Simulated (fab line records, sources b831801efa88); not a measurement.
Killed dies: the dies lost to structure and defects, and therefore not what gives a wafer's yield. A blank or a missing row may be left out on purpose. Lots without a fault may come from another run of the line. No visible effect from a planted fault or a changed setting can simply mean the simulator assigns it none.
Chamber matching	flow gf180mcu	GF_V1_CMP_04 on cmp-02 has 4 sister chambers
The step polishes SiO2. 8 wafers are shown with their chamber, then 9 later ones without.

WAFERS, EACH WITH ITS CHAMBER
wafer	chamber	motor_current_A (A)	time_to_endpoint_s (s)
L857.3	2	10.5	75
L857.4	0	13.6	79
L858.1	0	13.9	86
L858.3	3	11.9	66
L858.5	3	12.4	83
L862.2	1	10.4	79
L862.5	2	10.2	79
L862.6	1	10.8	83

WAFERS WITHOUT THEIR CHAMBER
wafer	motor_current_A (A)	time_to_endpoint_s (s)
L865.3	10.7	81
L865.5	10.4	87
L865.6	10.6	78
L870.1	13.6	70
L870.2	10.4	74
L870.5	10.7	76
L872.1	12.1	83
L872.2	13.6	86
L872.6	10.5	82

EACH ONE'S CHAMBER
wafer	from the rows above	in truth
L865.3	can't be placed: 1 or 2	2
L865.5	can't be placed: 1 or 2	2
L865.6	can't be placed: 1 or 2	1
L870.1	0	0
L870.2	can't be placed: 2 or 1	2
L870.5	can't be placed: 1 or 2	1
L872.1	3	3
L872.2	0	0
L872.6	can't be placed: 1 or 2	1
Correctly placed: 3 of 9. Can't be placed from these rows: 6 (the true chamber is among the candidates in 6). 0 placed wrongly.
How it was worked out, from the rows above alone: a wafer's distance from a chamber is the root of the sum, over the readings, of the square of ((its reading less the chamber's mean) divided by the reading's scatter). The wafer belongs to the nearest chamber; if the next one is less than 2 further off, it can't be placed. For every chamber, the mean is computed from those of its wafers that are shown. The scatter: take each reading less its chamber's mean, square it, sum over the shown wafers, divide by the number of wafers less the number of chambers, and take the root.
